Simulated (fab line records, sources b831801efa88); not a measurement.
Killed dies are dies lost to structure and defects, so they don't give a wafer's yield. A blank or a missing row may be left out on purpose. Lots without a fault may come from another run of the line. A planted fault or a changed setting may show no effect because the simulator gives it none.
Which tool did it? | flow gf180mcu | 11 lots, 33 wafers sampled, at 4 steps of a route of 602

WHAT THE GAUGES READ, wafer by wafer
GF_TOP_METAL_CD_MEAS_14: target cd 440 nm.
lot  | measured     | on        | cd_nm (nm)
L699 | day 28 04:05 | cd_sem-02 | 439.8 439.7 439.0
L700 | day 28 16:01 | cd_sem-02 | 441.0 438.8 441.1
L702 | day 29 08:30 | cd_sem-02 | 441.7 440.4 441.5
L707 | day 30 23:22 | cd_sem-02 | 442.1 440.5 441.5
L708 | day 31 03:26 | cd_sem-01 | 443.7 442.6 444.4
L709 | day 31 09:13 | cd_sem-01 | 440.1 440.0 441.4
L710 | day 31 18:19 | cd_sem-02 | 424.4 423.9 438.6
L711 | day 32 02:14 | cd_sem-01 | 439.8 437.4 440.6
L712 | day 32 03:11 | cd_sem-01 | 439.5 440.6 438.7
L713 | day 32 10:17 | cd_sem-01 | 442.3 442.7 443.6
L721 | day 34 07:47 | cd_sem-01 | 436.3 437.2 438.7

WHICH TOOL RAN EACH LOT (tool, then ch and the chambers of the sampled wafers, then the start)
lot  | GF_M5_METAL_ETCH_10               | GF_V5_SPUTTER_21             | GF_TOP_METAL_EXPOSE_11
L699 | rie_metal-04 ch 1, day 26 08:02   | pvd_sputter-02, day 27 07:05 | iline_stepper-01 ch 0, day 27 18:29
L700 | rie_metal-03 ch 0,1, day 26 20:29 | pvd_sputter-04, day 27 19:05 | iline_stepper-02 ch 0, day 28 06:14
L702 | rie_metal-04 ch 0,1, day 27 14:29 | pvd_sputter-02, day 28 12:16 | iline_stepper-02 ch 0, day 28 23:17
L707 | rie_metal-01 ch 0,1, day 29 06:29 | pvd_sputter-02, day 30 03:53 | iline_stepper-01 ch 0, day 30 14:22
L708 | rie_metal-03 ch 0,1, day 29 10:56 | pvd_sputter-02, day 30 07:53 | iline_stepper-01 ch 0, day 30 18:17
L709 | rie_metal-01 ch 0,1, day 29 18:17 | pvd_sputter-02, day 30 14:50 | iline_stepper-01 ch 0, day 31 00:42
L710 | rie_metal-03 ch 0,1, day 30 03:20 | pvd_sputter-02, day 30 23:53 | iline_stepper-01 ch 0, day 31 09:53
L711 | rie_metal-03 ch 0, day 30 11:23   | pvd_sputter-02, day 31 08:05 | iline_stepper-02 ch 0, day 31 17:34
L712 | rie_metal-01 ch 1, day 30 13:07   | pvd_sputter-02, day 31 09:32 | iline_stepper-02 ch 0, day 31 19:04
L713 | rie_metal-04 ch 0,1, day 30 21:14 | pvd_sputter-04, day 31 17:04 | iline_stepper-02 ch 0, day 32 02:38
L721 | rie_metal-03 ch 0,1, day 32 21:34 | pvd_sputter-02, day 33 15:34 | iline_stepper-02 ch 0, day 34 00:28
- GF_M5_METAL_ETCH_10: etches the open film in Cl2/BCl3, stops on SiO2, target depth 627.5 nm, time 104.6 s.
- GF_V5_SPUTTER_21: material Ti, target thk 15 nm, time 80.02 s.
- GF_TOP_METAL_EXPOSE_11: exposes mask MetalTop, target cd 440 nm.

THE ANSWER, worked out from the rows above alone
Rule: what is usual is taken from the lots themselves. Put in order of their means at a reading, lots are off if they are a third of the lots or fewer, leave a main group of 4 or more, and stand apart from it by a gap of 3 or more times the standard deviation of the main group's means; of several such gaps the widest counts. A main group whose means are all the same, to the digits that the tables above print for the reading, isn't used. A lot without any number at a reading at which 4 lots or more have one is off too. The other lots that the step has rows for count as sound.
Off: L710, at GF_TOP_METAL_CD_MEAS_14 (cd_nm). The main group: mean 440.6 nm, standard deviation 1.7.
A tool fits if, at a process step before that reading, it ran every lot that is off, and no sound lot after the first of them. The gauges at GF_TOP_METAL_CD_MEAS_14 are tried like those tools. Can't be told from this: 2 tools fit, iline_stepper-01 at GF_TOP_METAL_EXPOSE_11, cd_sem-02 at GF_TOP_METAL_CD_MEAS_14.

WHAT THE SIMULATOR HAD PUT IN
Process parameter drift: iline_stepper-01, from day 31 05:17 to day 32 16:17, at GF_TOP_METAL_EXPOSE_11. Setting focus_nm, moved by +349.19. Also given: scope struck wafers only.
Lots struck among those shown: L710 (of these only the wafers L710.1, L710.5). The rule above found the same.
